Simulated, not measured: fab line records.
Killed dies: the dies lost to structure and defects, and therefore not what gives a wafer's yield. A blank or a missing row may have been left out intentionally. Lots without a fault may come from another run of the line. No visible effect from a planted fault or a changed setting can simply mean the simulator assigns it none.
A lot that was struck, set against a sound lot	flow sky130	15 steps out of a route of 708
Sound: these wafers, L216.2, L216.4, L216.5. Wafers struck: L206.1, L206.5, L206.6. Last of all comes the cause.
For every step that has rows: the tool of each side, followed by ch and its chambers, followed by its first start. Under that, the readings that differ: sound wafers	struck wafers	difference of the means	sigmas: that difference in standard deviations of wafers without a fault.
alike: words and numbers the same on both sides, and readings whose means are apart by under 2 such deviations; not compared: readings that were withheld, readings missing a value for some wafer, numbers with overlapping values and no deviation given by the record, and bounds like >300 which may hide the same value.
The two part at a step that has a row with sigmas, a row that says differs or no value, or rows on one side only. When numbers do not overlap yet have no deviation, they are printed without sigmas and do not part them. A reading missing from all wafers of one side parts the sides only when that side holds two or more wafers.

first, 3 steps without rows for these wafers: SKY_LDD_P_EXPOSE_04 (exposes mask PSDM, target cd 380 nm); SKY_LDD_P_PEB_05; SKY_LDD_P_DEVELOP_06 (develop time 60 s).
SKY_LDD_P_CD_MEAS_07: the cd target is 380 nm.
  sound: cdSem-01 at day 24 19:49; struck: cdSem-02 at day 20 21:04
  alike: cdNm
SKY_LDD_P_OVL_MEAS_08:
  sound: overlay-02 at day 24 19:55; struck: overlay-01 at day 20 21:11
  alike: LDD_P_OVL
after that, 1 step had no rows for these wafers: SKY_LDD_P_IMPLANT_09.
SKY_LDD_P_STRIP_10: strips in O2/N2.
  sound on plasmaAsher-01 ch 0, day 24 20:06; struck on plasmaAsher-01 ch 0,1, day 20 21:22
  alike: drypumpMotorCurrentA, o2FlowSccm, oesProductAu, stripTimeToEndpointS
  not compared: rfHoursCounterH
SKY_LDD_P_TW_MEAS_11:
  sound: filmMetro-03 at day 24 20:13; struck: filmMetro-01 at day 20 21:28
  alike: LDD_P_TW
then, 4 steps without rows for these wafers: SKY_LDD_HVN_DEHYDRATE_00 (time 60 s); SKY_LDD_HVN_HMDS_01 (prime time 60 s); SKY_LDD_HVN_COAT_02 (resist thk 300 nm); SKY_LDD_HVN_SOFTBAKE_03 (time 60 s).
SKY_LDD_HVN_EXPOSE_04: exposes mask HVNTM, target cd 700 nm.
  sound on ilineStepper-02 ch 0, day 25 10:49; struck on ilineStepper-02 ch 0, day 21 12:37
reading	sound	struck	difference	sigmas
mask	HVNTM#0 HVNTM#0 HVNTM#0	HVNTM_R1#0 HVNTM_R1#0 HVNTM_R1#0	differs	
focusOffsetNm (nm)	-0.1 -0.8 -0.4	0.9 0.6 0.9	+1.2	+3
  alike: reticleTempC
after that, 1 step had no rows for these wafers: SKY_LDD_HVN_PEB_05.
-- the record jumps here: 25 days lie between the struck wafers' starts before and after (it left off in module LDD_HVN and takes up again in module PAD_OPEN, whose first step shown is number 708 of the route) --
SKY_PAD_OPEN_PROBE_99:
  the record has rows for the struck wafers here (prober-01, day 46 17:13) and none for the sound ones

## WHERE THEY PART
At SKY_LDD_HVN_EXPOSE_04 first; at SKY_PAD_OPEN_PROBE_99 last (within this record only).

WHY: the cause the simulator had injected
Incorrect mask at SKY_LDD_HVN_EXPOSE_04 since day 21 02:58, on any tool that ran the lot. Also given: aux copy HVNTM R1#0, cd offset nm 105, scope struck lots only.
